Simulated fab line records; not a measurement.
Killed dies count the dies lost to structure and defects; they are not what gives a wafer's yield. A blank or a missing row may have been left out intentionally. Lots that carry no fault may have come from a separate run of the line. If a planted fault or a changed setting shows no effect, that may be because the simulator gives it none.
A struck lot beside a sound one / flow sky130 / 34 steps out of a route of 708
Sound: wafers L751.1, L751.4, L751.6. Wafers struck: L763.1, L763.2, L763.3. The cause is given at the end.
Order at every step that has rows: each side's tool, ch and its chambers, its first start. Under that, the readings that differ: sound wafers / struck wafers / difference of the means / sigmas: that difference in standard deviations of wafers without a fault.
alike: same words and numbers on both sides, and readings whose means sit less than 2 such deviations apart. not compared: any withheld reading, any reading some wafer has no value for, any bound like >300 that may hide the same value, and any number with overlapping values for which the record gives no deviation.
A row with sigmas, a row that says differs or no value, or rows on one side alone: a step with any of these is where the two part. When numbers do not overlap yet have no deviation, they are printed without sigmas and do not part them. A reading that every wafer of one side lacks parts them only if that side has two wafers or more.

first, 7 steps without rows for these wafers: SKY_SONOS_TUNNEL_DEVELOP_06 (develop time 60 s); SKY_SONOS_TUNNEL_IMPLANT_09; SKY_SONOS_TUNNEL_WET_ETCH_10 (etches SiO2 in dHF, target depth 14 nm, time 280 s); SKY_SONOS_TUNNEL_STRIP_11 (strips in SPM, time 600 s); SKY_SONOS_TUNNEL_CLEAN_13 (cleans in dHF, time 20 s); SKY_SONOS_ONO_OXIDATION_00 (stabilise 600 s, purge 300 s, target thk 2.6 nm); SKY_SONOS_ONO_CVD_02 (deposits Si3N4 from DCS/NH3, target thk 10.5 nm, time 180 s).
SKY_SONOS_ONO_CVD_04: deposits SiO2 from SiH4/N2O, target thk 5.7199 nm.
  sound on lpcvd-03 ch 1, day 14 07:48; struck on lpcvd-03 ch 1, day 18 08:41
reading=spike-tc-bottom-C (C); sound=921.1 919.2 920.5; struck=974.2 974.3 973.5; difference=+53.7; sigmas=+19
reading=spike-tc-centre-C (C); sound=901.2 903.4 902.3; struck=954.5 954.2 954.2; difference=+52.0; sigmas=+53
reading=spike-tc-lower-C (C); sound=897.6 897.4 898.7; struck=950.3 952.1 951.1; difference=+53.3; sigmas=+36
reading=spike-tc-top-C (C); sound=911.6 912.7 910.8; struck=967.2 965.8 964.6; difference=+54.2; sigmas=+45
reading=spike-tc-upper-C (C); sound=899.7 902.1 899.6; struck=955.4 955.9 955.9; difference=+55.3; sigmas=+50
reading=susceptor-temp-C (C); sound=900.7 900.2 899.8; struck=952.6 952.3 952.3; difference=+52.2; sigmas=+99 or more
reading=zone-power-centre-pct (%); sound=18.1 17.8 17.7; struck=20.8 20.5 20.1; difference=+2.6; sigmas=+4
reading=zone-power-lower-pct (%); sound=20.1 20.0 20.5; struck=23.6 22.9 23.3; difference=+3.1; sigmas=+3
reading=zone-power-top-pct (%); sound=34.9 34.5 35.0; struck=38.3 39.1 38.1; difference=+3.7; sigmas=+6
reading=zone-power-upper-pct (%); sound=18.2 18.5 18.5; struck=21.2 21.3 21.4; difference=+2.9; sigmas=+9
reading=model.SiO2_of_SONOS_ONO_CVD_04.thk-nm (nm); sound=5.842 6.006 5.859; struck=9.311 9.267 9.179; difference=+3.350; sigmas=
SKY_SONOS_ONO_THK_MEAS_05:
  sound on film-metro-03, day 14 09:41; struck on film-metro-04, day 18 09:56
reading=SONOS_ONO_CVD_04_THK (nm); sound=5.81 6.02 5.83; struck=9.35 9.24 9.20; difference=+3.38; sigmas=+34
then, 23 steps without rows for these wafers: SKY_SONOS_ONO_DEHYDRATE_06 (time 60 s); SKY_SONOS_ONO_HMDS_07 (prime time 60 s); SKY_SONOS_ONO_COAT_08 (resist thk 1140 nm); SKY_SONOS_ONO_SOFTBAKE_09 (time 60 s); SKY_SONOS_ONO_EXPOSE_10 (exposes mask ONOM, target cd 410 nm); SKY_SONOS_ONO_PEB_11; SKY_SONOS_ONO_DEVELOP_12 (develop time 60 s); SKY_SONOS_ONO_ETCH_15 (etches the open film in CHF3/O2, target depth 19.52 nm, time 7.8 s); SKY_SONOS_ONO_WET_ETCH_16 (etches SiO2 in dHF, target depth 14 nm, time 280 s); SKY_SONOS_ONO_STRIP_17 (strips in O2/N2); SKY_SONOS_ONO_WET_ETCH_18 (etches Si3N4 in H3PO4, target depth 15 nm, time 172 s); SKY_GATE_OXIDE_CLEAN_00 (cleans in SC1/SC2, time 150 s); SKY_GATE_OXIDE_OXIDATION_01 (stabilise 600 s, purge 300 s, target thk 10.268 nm); SKY_GATE_OXIDE_DEHYDRATE_03 (time 60 s); SKY_GATE_OXIDE_HMDS_04 (prime time 60 s); SKY_GATE_OXIDE_COAT_05 (resist thk 1140 nm); SKY_GATE_OXIDE_SOFTBAKE_06 (time 60 s); SKY_GATE_OXIDE_EXPOSE_07 (exposes mask LVOM, target cd 600 nm); SKY_GATE_OXIDE_PEB_08; SKY_GATE_OXIDE_DEVELOP_09 (develop time 60 s); SKY_GATE_OXIDE_IMPLANT_11; SKY_GATE_OXIDE_WET_ETCH_12 (etches SiO2 in dHF, target depth 16.8 nm, time 336 s); SKY_GATE_OXIDE_STRIP_13 (strips in O2/N2).
-- the record jumps here: 3 days lie between the struck wafers' starts before and after --
SKY_GATE_OXIDE_CLEAN_15: cleans in SC1/SC2, time 150 s.
  sound on wet-bench-03 ch 0, day 16 20:02; struck on wet-bench-03 ch 0, day 21 01:18
reading=model.SiO2_of_SONOS_ONO_CVD_04.thk-nm (nm); sound=4.322 4.485 4.343; struck=7.801 7.759 7.667; difference=+3.359; sigmas=
  alike: bath-heat-duty-pct, temp-c
-- the record jumps here: 29 days lie between the struck wafers' starts before and after (it left off in module GATE_OXIDE and takes up again in module PAD_OPEN, whose first step shown is number 708 of the route) --
SKY_PAD_OPEN_PROBE_99:
  sound on prober-01, day 48 01:10; struck on prober-02, day 50 12:38
  alike: killed_at_M0_to_M3, killed_at_M4_up, killed-at-contacts, killed-at-front-end, killed-at-other, killed-dies, killed-open, killed-short

WHERE THEY PART
Last at SKY_SONOS_ONO_THK_MEAS_05 as far as this record goes, first at SKY_SONOS_ONO_CVD_04. Later steps at which nothing parts them and some readings are alike: SKY_GATE_OXIDE_CLEAN_15, SKY_PAD_OPEN_PROBE_99.

WHY: the cause the simulator had injected
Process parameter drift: lpcvd-03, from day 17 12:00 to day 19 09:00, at SKY_SONOS_ONO_CVD_04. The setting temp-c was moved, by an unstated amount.
